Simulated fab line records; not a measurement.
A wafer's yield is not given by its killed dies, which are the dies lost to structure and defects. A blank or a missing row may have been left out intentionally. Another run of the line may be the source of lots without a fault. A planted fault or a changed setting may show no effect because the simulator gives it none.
fab line records / flow gf180mcu
record lots=5 wafers=15 lastDay=33
route steps=602 shown STI@6
lots that met no fault: from a run of the same line without faults
startH: hours from the record's opening day to when the first of the lot's shown wafers began / waitH: how many hours have passed since the lot's step before this one / " identical to the entry in the row above / L1.1+2: a single row standing in for several wafers / - either no value or no given start / * or withheld: withheld / < > ~ a bound
route shown NAME@n: NAME is a module with steps in the file, n the number in the route of the first one / usual: average and standard deviation across the fault-free wafers / same: alike in all rows / chamber/n: place in a boat / sites: per-site readings / _std_site: the values' standard deviation / _edge_site: outer sites' mean less inner sites' / radiusMm: for every site, how far away it sits from the centre of the wafer / mask NAME#n: copy n / behind: the tool/chamber that last shaped the wafer / hold: what put the lot on hold/how long, in hours/how the hold closed / device: whichever transistor did not switch (one of n, p or np) / end of line: the same wafers' tests at the end of the route / where a step has no rows: the recipe by itself / killed: not the wafer's yield, but the dies lost to structure and defects at the first sort / map: shows each die of a wafer: x if killed, . if not, _ if none is there
set.NAME: the setting the step ran with; set.NAME@STEP: the setting that earlier step ran with / model.NAME: the simulator's own value behind a step, which no gauge read
lots at some steps of the route; a table a step, a row a wafer
services: when a tool's chamber went out of use (startH, in hours from the record's first day, below 0 if earlier), for how many hours, and the reason
## steps
# step GF_STI_DEHYDRATE_05
# recipe tempC=200 timeS=60
lot.wafer=L078.2+3+5 tool=lithoTrack-03 chamber=0 startH=40.65 waitH=6.1
lot.wafer=L083.2+4+5 tool=lithoTrack-02 chamber=0 startH=64.81 waitH=6.0
lot.wafer=L084.2+3+4 tool=lithoTrack-02 chamber=0 startH=70.96 waitH=6.0
lot.wafer=L086.3+4+5 tool=lithoTrack-03 chamber=0 startH=80.97 waitH=6.3
lot.wafer=L094.1+2+3 tool=lithoTrack-03 chamber=0 startH=122.27 waitH=6.4
# step GF_STI_HMDS_06
# recipe primeTimeS=60 primeTempC=120
lot.wafer=L078.2+3+5 tool=lithoTrack-03 chamber=0 startH=40.80 waitH=0.1
lot.wafer=L083.2+4+5 tool=lithoTrack-02 chamber=0 startH=64.96 waitH=0.1
lot.wafer=L084.2+3+4 tool=lithoTrack-02 chamber=0 startH=71.11 waitH=0.1
lot.wafer=L086.3+4+5 tool=lithoTrack-03 chamber=0 startH=81.12 waitH=0.1
lot.wafer=L094.1+2+3 tool=lithoTrack-03 chamber=0 startH=122.42 waitH=0.1
# step GF_STI_COAT_07
# recipe resist=KrF spinRpm=withheld resistThkNm=700
lot.wafer=L078.2+3+5 tool=lithoTrack-03 chamber=0 startH=40.95 waitH=0.1
lot.wafer=L083.2+4+5 tool=lithoTrack-02 chamber=0 startH=65.11 waitH=0.1
lot.wafer=L084.2+3+4 tool=lithoTrack-02 chamber=0 startH=71.26 waitH=0.1
lot.wafer=L086.3+4+5 tool=lithoTrack-03 chamber=0 startH=81.27 waitH=0.1
lot.wafer=L094.1+2+3 tool=lithoTrack-03 chamber=0 startH=122.57 waitH=0.1
# step GF_STI_SOFTBAKE_08
# recipe tempC=130 timeS=60 resist=KrF
lot.wafer=L078.2+3+5 tool=lithoTrack-03 chamber=0 startH=41.10 waitH=0.1
lot.wafer=L083.2+4+5 tool=lithoTrack-02 chamber=0 startH=65.26 waitH=0.1
lot.wafer=L084.2+3+4 tool=lithoTrack-02 chamber=0 startH=71.41 waitH=0.1
lot.wafer=L086.3+4+5 tool=lithoTrack-03 chamber=0 startH=81.42 waitH=0.1
lot.wafer=L094.1+2+3 tool=lithoTrack-03 chamber=0 startH=122.72 waitH=0.1
# step GF_STI_EXPOSE_09
# recipe maskId=COMP targetCdNm=220 na=0.68 sourceShape=conventional sigmaOuter=0.6 doseMj=28
# usual focusOffsetNm=0.0/0.56
lot.wafer=L078.2 tool=krfScanner-02 chamber=0 startH=- waitH=- mask=COMP#0 focusOffsetNm=-0.2
lot.wafer=L078.3 tool=krfScanner-02 chamber=0 startH=- waitH=- mask=COMP#0 focusOffsetNm=0.0
lot.wafer=L078.5 tool=krfScanner-02 chamber=0 startH=- waitH=- mask=COMP#0 focusOffsetNm=0.0
lot.wafer=L083.2 tool=krfScanner-01 chamber=0 startH=- waitH=- mask=COMP#0 focusOffsetNm=-0.9
lot.wafer=L083.4 tool=krfScanner-01 chamber=0 startH=- waitH=- mask=COMP#0 focusOffsetNm=0.4
lot.wafer=L083.5 tool=krfScanner-01 chamber=0 startH=- waitH=- mask=COMP#0 focusOffsetNm=0.2
lot.wafer=L084.2 tool=krfScanner-01 chamber=0 startH=- waitH=- mask=COMP#0 focusOffsetNm=-1.4
lot.wafer=L084.3 tool=krfScanner-01 chamber=0 startH=- waitH=- mask=COMP#0 focusOffsetNm=-0.7
lot.wafer=L084.4 tool=krfScanner-01 chamber=0 startH=- waitH=- mask=COMP#0 focusOffsetNm=-1.1
lot.wafer=L086.3 tool=krfScanner-02 chamber=0 startH=- waitH=- mask=COMP#0 focusOffsetNm=0.4
lot.wafer=L086.4 tool=krfScanner-02 chamber=0 startH=- waitH=- mask=COMP#0 focusOffsetNm=-0.4
lot.wafer=L086.5 tool=krfScanner-02 chamber=0 startH=- waitH=- mask=COMP#0 focusOffsetNm=-0.5
lot.wafer=L094.1 tool=krfScanner-01 chamber=0 startH=- waitH=- mask=COMP#0 focusOffsetNm=0.7
lot.wafer=L094.2 tool=krfScanner-01 chamber=0 startH=- waitH=- mask=COMP#0 focusOffsetNm=0.5
lot.wafer=L094.3 tool=krfScanner-01 chamber=0 startH=- waitH=- mask=COMP#0 focusOffsetNm=1.1
# step GF_STI_PEB_10
# recipe pebTempC=135 pebTimeS=90 resist=KrF
lot.wafer=L078.2+3+5 tool=lithoTrack-03 chamber=0 startH=- waitH=-
lot.wafer=L083.2+4+5 tool=lithoTrack-04 chamber=0 startH=- waitH=-
lot.wafer=L084.2+3+4 tool=lithoTrack-04 chamber=0 startH=- waitH=-
lot.wafer=L086.3+4+5 tool=lithoTrack-02 chamber=0 startH=- waitH=-
lot.wafer=L094.1+2+3 tool=lithoTrack-03 chamber=0 startH=- waitH=-
# step GF_STI_DEVELOP_11
# recipe developTimeS=60 devTempC=21
# usual developerTempC=21.00/0.11
# same developTimeS=60
lot.wafer=L078.2 tool=lithoTrack-03 chamber=0 startH=47.00 waitH=0.2 developerTempC=21.15
lot.wafer=L078.3 tool=lithoTrack-03 chamber=0 startH=47.00 waitH=0.2 developerTempC=21.17
lot.wafer=L078.5 tool=lithoTrack-03 chamber=0 startH=47.00 waitH=0.2 developerTempC=21.08
lot.wafer=L083.2 tool=lithoTrack-04 chamber=0 startH=71.54 waitH=0.2 developerTempC=20.87
lot.wafer=L083.4 tool=lithoTrack-04 chamber=0 startH=71.54 waitH=0.2 developerTempC=20.98
lot.wafer=L083.5 tool=lithoTrack-04 chamber=0 startH=71.54 waitH=0.2 developerTempC=20.87
lot.wafer=L084.2 tool=lithoTrack-04 chamber=0 startH=77.74 waitH=0.2 developerTempC=20.90
lot.wafer=L084.3 tool=lithoTrack-04 chamber=0 startH=77.74 waitH=0.2 developerTempC=20.93
lot.wafer=L084.4 tool=lithoTrack-04 chamber=0 startH=77.74 waitH=0.2 developerTempC=20.89
lot.wafer=L086.3 tool=lithoTrack-02 chamber=0 startH=87.68 waitH=0.1 developerTempC=21.02
lot.wafer=L086.4 tool=lithoTrack-02 chamber=0 startH=87.68 waitH=0.1 developerTempC=21.19
lot.wafer=L086.5 tool=lithoTrack-02 chamber=0 startH=87.68 waitH=0.1 developerTempC=20.98
lot.wafer=L094.1 tool=lithoTrack-03 chamber=0 startH=130.07 waitH=0.2 developerTempC=21.00
lot.wafer=L094.2 tool=lithoTrack-03 chamber=0 startH=130.07 waitH=0.2 developerTempC=21.02
lot.wafer=L094.3 tool=lithoTrack-03 chamber=0 startH=130.07 waitH=0.2 developerTempC=20.98
## services
tool=krfScanner-01 chamber=- startH=21.87 hours=1.0 kind=pm
tool=krfScanner-01 chamber=- startH=28.65 hours=1.4 kind=repair
tool=krfScanner-01 chamber=- startH=40.03 hours=9.2 kind=repair
tool=krfScanner-01 chamber=- startH=50.98 hours=0.3 kind=repair
tool=krfScanner-02 chamber=- startH=65.74 hours=1.0 kind=pm
tool=krfScanner-02 chamber=- startH=111.54 hours=0.8 kind=pm
tool=krfScanner-01 chamber=0 startH=115.85 hours=- kind=calibration
tool=krfScanner-02 chamber=- startH=116.26 hours=5.6 kind=repair
## key
fault none
